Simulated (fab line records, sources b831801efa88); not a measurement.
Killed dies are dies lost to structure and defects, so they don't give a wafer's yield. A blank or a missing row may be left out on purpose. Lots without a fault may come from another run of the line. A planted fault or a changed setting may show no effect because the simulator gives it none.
fab line records | flow sky130
record lots=6 wafers=18 last_day=50
route steps=708 shown METAL2@491 PAD_OPEN@708
lots that met no fault: from a run of the same line without faults
start_h: hours from the record's first day to the start of the lot's first wafer shown | wait_h: hours since the lot's step before | " the same as in the row above | L1.1+2: a row that stands for several wafers | - no value, or no start given | * or withheld: withheld | < > ~ a bound
route shown NAME@n: a module of which the file shows steps, and the number in the route of the first | usual: mean/standard deviation of fault-free wafers | same: alike in all rows | chamber/n: place in a boat | sites: the reading at each site | _std_site: their standard deviation | _edge_site: outer sites' mean less inner sites' | radius_mm: how far each site lies from the wafer's centre | mask NAME#n: copy n | behind: the tool/chamber that last shaped the wafer | hold: why the lot was held/for how many hours/how that ended | device: the transistor (n, p or np) that didn't switch | end of line: the same wafers' tests at the end of the route | a step without rows: its recipe alone | killed: dies lost to structure and defects at the first sort, not the wafer's yield | map: a wafer's dies, x killed, . not, _ none there
set.NAME: the setting as run; set.NAME@STEP: as run at that earlier step | model.NAME: the simulator's own value behind a step, which no gauge read
lots at some steps of the route; a table a step, a row a wafer
services: from which hour (start_h, from the record's first day; less than 0 if before it) a tool's chamber was out of use, for how many hours, and why
## steps
# step SKY_METAL2_HMDS_08
# recipe prime_time_s=60 prime_temp_c=120
# step SKY_METAL2_COAT_09
# recipe resist=BARC temp_c=withheld time_s=withheld spin_rpm=3000 resist_thk_nm=60
# step SKY_METAL2_COAT_10
# recipe resist=KrF-thick spin_rpm=3000 resist_thk_nm=450
# step SKY_METAL2_SOFTBAKE_11
# recipe temp_c=100 time_s=90 resist=KrF-thick
# step SKY_METAL2_EXPOSE_12
# recipe mask_id=MM2 na=0.8 source_shape=annular sigma_inner=0.55 sigma_outer=0.85 target_cd_nm=140 dose_mj=28
# step SKY_METAL2_PEB_13
# recipe peb_temp_c=withheld peb_time_s=withheld resist=KrF-thick
# step SKY_METAL2_DEVELOP_14
# recipe develop_time_s=60 resist=KrF-thick dev_temp_c=21
# step SKY_METAL2_CD_MEAS_15
# recipe target_cd_nm=140
# usual cd_nm=140.2/1.3
# columns lot.wafer tool chamber start_h wait_h cd_nm
L598.2 cd_sem-01 - 847.93 - 142.9
L598.4 " - " " 141.4
L598.5 " - " " 141.4
L597.2 cd_sem-01 - 853.05 - 139.0
L597.3 " - " " 139.1
L597.5 " - " " 138.8
L607.4 cd_sem-02 - 921.20 - 141.1
L607.5 " - " " 141.7
L607.6 " - " " 139.9
L611.1 cd_sem-01 - 950.91 - 139.0
L611.3 " - " " 138.7
L611.5 " - " " 137.7
L610.1 cd_sem-02 - 951.24 - 137.6
L610.4 " - " " 140.4
L610.6 " - " " 139.4
L614.2 cd_sem-02 - 979.53 - 140.7
L614.3 " - " " 139.6
L614.6 " - " " 139.4
# step SKY_METAL2_OVL_MEAS_16
# usual METAL2_OVL=1/4.6
# columns lot.wafer tool chamber start_h wait_h METAL2_OVL[nm]
L598.2 overlay-01 - 848.03 0.1 -2
L598.4 " - " " -1
L598.5 " - " " 1
L597.2 overlay-02 - 853.15 0.1 7
L597.3 " - " " 1
L597.5 " - " " 1
L607.4 overlay-01 - 921.28 0.1 7
L607.5 " - " " 3
L607.6 " - " " 8
L611.1 overlay-02 - 951.03 0.1 0
L611.3 " - " " -3
L611.5 " - " " -5
L610.1 overlay-01 - 951.36 0.1 1
L610.4 " - " " -1
L610.6 " - " " 0
L614.2 overlay-02 - 979.63 0.1 9
L614.3 " - " " 4
L614.6 " - " " 9
# step SKY_METAL2_DESCUM_17
# recipe chemistry=O2 source_power_w=150 bias_power_w=0 pressure_mtorr=10 temp_c=40 time_s=8
# usual drypump_motor_current_A=5.6/0.5 oes_product_au=1.004/0.013
# columns lot.wafer tool chamber start_h wait_h drypump_motor_current_A oes_product_au rf_hours_counter_h
L598.2 rie_metal-01 0 848.06 0.0 6.2 0.992 19
L598.4 " 0 " " 6.3 0.995 -
L598.5 " 1 " " 5.2 0.990 -
L597.2 rie_metal-03 0 853.18 0.0 5.4 1.018 3
L597.3 " 1 " " 6.1 1.003 -
L597.5 " 1 " " 6.1 1.006 -
L607.4 rie_metal-04 0 921.30 0.0 6.2 1.006 -
L607.5 " 0 " " 6.2 1.004 -
L607.6 " 1 " " 4.9 1.008 -
L611.1 rie_metal-03 0 951.06 0.0 5.4 1.016 9
L611.3 " 0 " " 5.4 1.024 -
L611.5 " 0 " " 5.4 1.016 -
L610.1 rie_metal-04 1 951.39 0.0 4.9 1.004 19
L610.4 " 1 " " 4.9 0.999 -
L610.6 " 0 " " 6.2 1.002 -
L614.2 rie_metal-04 0 979.66 0.0 6.2 1.006 10
L614.3 " 1 " " 4.9 1.012 -
L614.6 " 1 " " 4.9 1.003 -
# step SKY_METAL2_ETCH_18
# recipe chemistry=N2/H2 target=BARC ion_energy_ev=200 bias_w=100 pressure_mtorr=30 n2_flow_sccm=100 h2_flow_sccm=200 icp_w=500 stop_on=SiO2 time_s=45.9 target_depth_a=600
# usual drypump_motor_current_A=5.6/0.51 h2_flow_sccm=200.1/0.64 oes_product_au=0.855/0.0045 throttle_valve_pct=13.225/0.0092
# columns lot.wafer tool chamber start_h wait_h drypump_motor_current_A h2_flow_sccm oes_product_au rf_hours_counter_h throttle_valve_pct
L598.2 rie_metal-01 0 848.09 0.0 6.3 200.3 0.856 19 13.227
L598.4 " 0 " " 6.2 199.5 0.854 - 13.241
L598.5 " 1 " " 5.2 200.3 0.851 - 13.228
L597.2 rie_metal-03 0 853.22 0.0 5.4 199.2 0.851 3 13.232
L597.3 " 1 " " 6.1 200.5 0.863 - 13.236
L597.5 " 1 " " 6.1 200.3 0.860 - 13.222
L607.4 rie_metal-04 0 921.35 0.0 6.2 200.4 0.849 - 13.218
L607.5 " 0 " " 6.2 199.9 0.854 - 13.233
L607.6 " 1 " " 4.9 200.2 0.856 - 13.222
L611.1 rie_metal-03 0 951.10 0.0 5.4 200.6 0.853 9 13.231
L611.3 " 0 " " 5.4 200.2 0.853 - 13.223
L611.5 " 0 " " 5.4 200.8 0.858 - 13.230
L610.1 rie_metal-04 1 951.42 0.0 4.9 200.6 0.857 19 13.231
L610.4 " 1 " " 4.9 200.4 0.857 - 13.214
L610.6 " 0 " " 6.2 199.6 0.850 - 13.227
L614.2 rie_metal-04 0 979.70 0.0 6.2 199.7 0.849 10 13.220
L614.3 " 1 " " 4.9 200.6 0.864 - 13.228
L614.6 " 1 " " 4.9 199.3 0.854 - 13.197
# step SKY_METAL2_METAL_ETCH_19
# recipe target_depth_a=3600 stop_on=SiO2 over_etch_frac=0.3 time_s=78 chemistry=Cl2/BCl3 resist_sidewall_deg=88 pressure_mtorr=10 icp_w=900 bias_w=48.5 Cl2_flow_sccm=60 bcl3_flow_sccm=30
# usual drypump_motor_current_A=5.6/0.5 oes_product_au=0.854/0.0063 throttle_valve_pct=22.264/0.0088
# columns lot.wafer tool chamber start_h wait_h drypump_motor_current_A oes_product_au rf_hours_counter_h throttle_valve_pct
L598.2 rie_metal-01 0 848.16 0.0 6.2 0.847 19 22.267
L598.4 " 0 " " 6.2 0.847 - 22.264
L598.5 " 1 " " 5.2 0.846 - 22.257
L597.2 rie_metal-03 0 853.28 0.0 5.4 0.856 3 22.279
L597.3 " 1 " " 6.0 0.839 - 22.265
L597.5 " 1 " " 6.1 0.859 - 22.254
L607.4 rie_metal-04 0 921.42 0.1 6.2 0.855 - 22.265
L607.5 " 0 " " 6.2 0.852 - 22.278
L607.6 " 1 " " 4.9 0.858 - 22.252
L611.1 rie_metal-03 0 951.16 0.0 5.4 0.852 9 22.271
L611.3 " 0 " " 5.4 0.859 - 22.255
L611.5 " 0 " " 5.4 0.851 - 22.253
L610.1 rie_metal-04 1 951.49 0.0 4.9 0.852 19 22.285
L610.4 " 1 " " 4.9 0.857 - 22.274
L610.6 " 0 " " 6.2 0.870 - 22.268
L614.2 rie_metal-04 0 979.76 0.0 6.2 0.859 10 22.282
L614.3 " 1 " " 4.9 0.846 - 22.266
L614.6 " 1 " " 4.9 0.838 - 22.265
# step SKY_METAL2_STRIP_20
# recipe chemistry=O2/N2 power_w=1400 pressure_mtorr=1500 platen_temp_c=withheld o2_flow_sccm=3000 n2_flow_sccm=300 overash_fraction=0.5
# usual drypump_motor_current_A=5.6/0.58 oes_product_au=0.341/0.0049 overash_fraction=0.5/0 strip_time_to_endpoint_s=2.68/0.046
# columns lot.wafer tool chamber start_h wait_h drypump_motor_current_A oes_product_au overash_fraction rf_hours_counter_h strip_time_to_endpoint_s
L598.2 plasma_asher-03 0 848.25 0.1 5.3 0.340 0.5 10 2.70
L598.4 " 0 " " 5.3 0.343 0.5 - 2.71
L598.5 " 1 " " 5.2 0.345 0.5 - 2.74
L597.2 plasma_asher-04 0 853.37 0.1 6.6 0.337 0.5 74 2.65
L597.3 " 0 " " 6.6 0.336 0.5 - 2.72
L597.5 " 1 " " 5.5 0.335 0.5 - 2.72
L607.4 plasma_asher-04 0 921.51 0.1 6.6 0.340 0.7 - 2.67
L607.5 " 0 " " 6.6 0.342 0.7 - 2.67
L607.6 " 1 " " 5.5 0.336 0.5 - 2.66
L611.1 plasma_asher-02 0 951.25 0.1 4.9 0.332 0.5 114 2.60
L611.3 " 1 " " 6.2 0.337 0.5 - 2.61
L611.5 " 1 " " 6.2 0.339 0.5 - 2.60
L610.1 plasma_asher-04 0 951.58 0.1 6.6 0.340 0.7 83 2.72
L610.4 " 1 " " 5.5 0.345 0.5 - 2.75
L610.6 " 1 " " 5.5 0.342 0.5 - 2.76
L614.2 plasma_asher-02 1 979.85 0.1 6.2 0.342 0.5 117 2.67
L614.3 " 1 " " 6.2 0.339 0.5 - 2.68
L614.6 " 1 " " 6.2 0.347 0.5 - 2.67
# step SKY_METAL2_STRIP_21
# recipe chemistry=post_etch_residue_remover time_s=1200 temp_c=72.5
# step SKY_PAD_OPEN_PROBE_99
# usual defect_limited_yield=82.4/1.9 killed_at_M0_to_M3=43/6.7 killed_at_M4_up=3.1/1.9 killed_at_contacts=25/5 killed_at_front_end=15/4 killed_at_other=0.4/0.69 killed_dies=87/9.2 killed_open=46/7.1 killed_short=40/6.8 sort_bin_3_pad_short=0.9/0.48 sort_bin_5_function=10.3/1.5 sort_bin_6_memory=6.4/1.2 sort_n_pass=405/9.2 sort_yield_pct=82.4/1.9
# same gross_dies=492 killed_at_back_side=0 sort_bin_4_leakage[%]=0 sort_bin_8_speed[%]=0
# columns lot.wafer tool chamber start_h wait_h defect_limited_yield[%] killed_at_M0_to_M3 killed_at_M4_up killed_at_contacts killed_at_front_end killed_at_other killed_dies killed_open killed_short sort_bin_3_pad_short[%] sort_bin_5_function[%] sort_bin_6_memory[%] sort_n_pass sort_yield_pct[%]
L611.1 prober-01 - 1175.57 0.1 82.5 37 3 26 18 2 86 42 42 0.6 10.2 6.7 406 82.5
L611.3 prober-01 - 1175.67 0.2 81.9 42 4 21 20 2 89 42 45 1.2 10.8 6.1 403 81.9
L611.5 prober-01 - 1175.77 0.2 86.4 39 1 20 6 1 67 31 34 1.4 8.3 3.9 425 86.4
L610.1 prober-02 - 1177.07 0.1 82.1 52 3 25 7 1 88 39 49 0.6 11.6 5.7 404 82.1
L610.4 prober-02 - 1177.22 0.2 81.5 46 2 27 16 0 91 54 37 0.6 12.2 5.7 401 81.5
L610.6 prober-02 - 1177.32 0.2 86.8 40 0 16 8 1 65 31 34 1.8 6.9 4.5 427 86.8
L614.2 prober-01 - 1195.88 0.1 83.7 36 5 26 13 0 80 38 42 1.2 9.3 5.7 412 83.7
# killed by level:class
L611.1 VIA1:geometric_particle:open=10 VIA2:geometric_particle:open=9 CONTACT:geometric_particle:short=8 POLY_GATE:geometric_particle:short=5 LI_CONTACT:geometric_particle:open=5 CONTACT:geometric_particle:open=5 METAL2:geometric_particle:short=5 FIELD_ISO:geometric_particle:open=4
L611.3 CONTACT:geometric_particle:open=9 VIA1:geometric_particle:open=9 VIA3:geometric_particle:open=7 VIA2:geometric_particle:open=6 METAL1:geometric_particle:short=6 POLY_GATE:geometric_particle:short=5 CONTACT:geometric_particle:short=5 POLY_GATE:geometric_particle:open=4
L611.5 VIA3:geometric_particle:open=9 LI_CONTACT:geometric_particle:open=8 VIA1:geometric_particle:open=8 LI_CONTACT:geometric_particle:short=6 VIA1:geometric_particle:short=4 METAL3:geometric_particle:short=4 CONTACT:geometric_particle:short=3 METAL1:geometric_particle:short=3
L610.1 VIA3:geometric_particle:open=10 METAL2:geometric_particle:short=9 CONTACT:geometric_particle:open=8 METAL1:geometric_particle:short=7 VIA1:geometric_particle:open=6 LI_CONTACT:geometric_particle:open=6 METAL3:geometric_particle:short=5 VIA1:geometric_particle:short=5
L610.4 CONTACT:geometric_particle:open=11 VIA2:geometric_particle:open=9 LI_CONTACT:geometric_particle:open=7 VIA1:geometric_particle:open=7 VIA3:geometric_particle:open=7 METAL1:geometric_particle:short=6 POLY_GATE:geometric_particle:open=5 CONTACT:geometric_particle:short=5
L610.6 VIA1:geometric_particle:open=9 VIA3:geometric_particle:open=7 VIA1:geometric_particle:short=6 METAL2:geometric_particle:short=5 LI_CONTACT:geometric_particle:short=4 VIA2:geometric_particle:open=4 POLY_GATE:geometric_particle:open=3 VIA2:geometric_particle:short=3
L614.2 CONTACT:geometric_particle:open=8 LOCAL_INTERCONNECT:geometric_particle:short=7 VIA1:geometric_particle:open=7 LI_CONTACT:geometric_particle:open=6 POLY_GATE:geometric_particle:open=5 VIA1:geometric_particle:short=5 VIA3:geometric_particle:short=5 METAL1:geometric_particle:short=4
## services
# columns tool chamber start_h hours kind
rie_metal-03 1 859.70 55.5 repair
rie_metal-01 - 888.85 2.8 pm
plasma_asher-04 - 905.75 9.4 repair
rie_metal-01 0 906.28 - clean
rie_metal-01 0 906.28 15.8 scheduled_down
rie_metal-01 0 906.28 15.8 vent_cycle
rie_metal-01 1 931.06 - clean
rie_metal-01 1 931.06 15.8 scheduled_down
rie_metal-01 1 931.06 15.8 vent_cycle
rie_metal-04 1 961.55 - clean
rie_metal-04 1 961.55 17.0 scheduled_down
rie_metal-04 1 961.55 17.0 vent_cycle
plasma_asher-02 - 961.62 2.8 pm
## key
first_sign step=SKY_METAL2_STRIP_20 reading=overash_fraction direction=up sigmas=99+ usual=0.5 struck=0.7
effect none on later readings
met_at SKY_METAL2_STRIP_20
struck_wafers L607.4,L607.5,L610.1
onset_between 853.37 921.51
fault kind=process_parameter_drift tool=plasma_asher-04 chamber=0 onset_h=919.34 steps=SKY_METAL2_STRIP_20 channel=overash_fraction offset=0.2 shape=step end_h=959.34 acts_in=these_recipes_only stated=0.5
